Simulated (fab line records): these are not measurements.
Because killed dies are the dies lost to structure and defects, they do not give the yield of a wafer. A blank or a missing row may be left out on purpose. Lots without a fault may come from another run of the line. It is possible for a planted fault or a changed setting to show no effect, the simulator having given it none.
The tool behind it: which one? :: flow sky130 :: at 1 step of a route of 708, 11 lots with 33 wafers sampled

== WHAT THE GAUGES READ, wafer by wafer ==
SKY_SONOS_ONO_THK_MEAS_05.
lot: L601
measured: day 11 23:38
on: film metro-04
SONOS_ONO_CVD_04_THK (nm): 5.62 5.64 5.77

lot: L603
measured: day 12 22:30
on: film metro-03
SONOS_ONO_CVD_04_THK (nm): 5.72 5.68 5.61

lot: L605
measured: day 13 08:31
on: film metro-04
SONOS_ONO_CVD_04_THK (nm): 5.63 5.41 5.59

lot: L607
measured: day 14 06:53
on: film metro-04
SONOS_ONO_CVD_04_THK (nm): 5.78 5.77 5.81

lot: L608
measured: day 14 12:18
on: film metro-01
SONOS_ONO_CVD_04_THK (nm): 5.67 5.59 5.63

lot: L610
measured: day 14 23:50
on: film metro-04
SONOS_ONO_CVD_04_THK (nm): 5.73 5.76 5.70

lot: L612
measured: day 15 22:53
on: film metro-04
SONOS_ONO_CVD_04_THK (nm): 5.63 5.64 5.73

lot: L613
measured: day 16 04:26
on: film metro-03
SONOS_ONO_CVD_04_THK (nm): 5.67 5.60 5.64

lot: L620
measured: day 18 08:55
on: film metro-01
SONOS_ONO_CVD_04_THK (nm): 5.77 5.67 5.72

lot: L621
measured: day 18 16:26
on: film metro-04
SONOS_ONO_CVD_04_THK (nm): 5.91 5.77 5.85

lot: L623
measured: day 19 08:16
on: film metro-04
SONOS_ONO_CVD_04_THK (nm): 5.93 5.91 5.96

== WHAT TOOL EACH LOT RAN ON (gives the tool, then ch and the chambers of the sampled wafers, and finally the start) ==
Record: no process step prior to these readings.

== WHAT THE TOOLS THEMSELVES READ (means of the sampled wafers that have a number; where no wafer has one, the mark that the record gives instead) ==
The record holds no such reading with a usual standard deviation.

== THE ANSWER, worked out from the rows above alone ==
Rule: what is usual is taken from the lots themselves. The widest of any qualifying gaps counts: lots, ordered by their means at a reading, are off when they make up no more than a third of the lots, leave a main group of 4 or more, and stand apart from it by 3 or more times the standard deviation of that group's means. A main group whose means are all the same, to the digits that the tables above print for the reading, isn't used. Also off: a lot with no number at a reading for which 4 or more lots have one. All remaining lots with rows at the step are treated as sound. First the gauges in route order, then the tools' own readings, where a lot's mean is used as printed above. At the first step where some lot is off, the reading lying furthest off is the one used; lots without a number count as furthest.
No lot is off on any of the readings shown, so nothing can be concluded from this.

== WHAT THE SIMULATOR HAD PUT IN ==
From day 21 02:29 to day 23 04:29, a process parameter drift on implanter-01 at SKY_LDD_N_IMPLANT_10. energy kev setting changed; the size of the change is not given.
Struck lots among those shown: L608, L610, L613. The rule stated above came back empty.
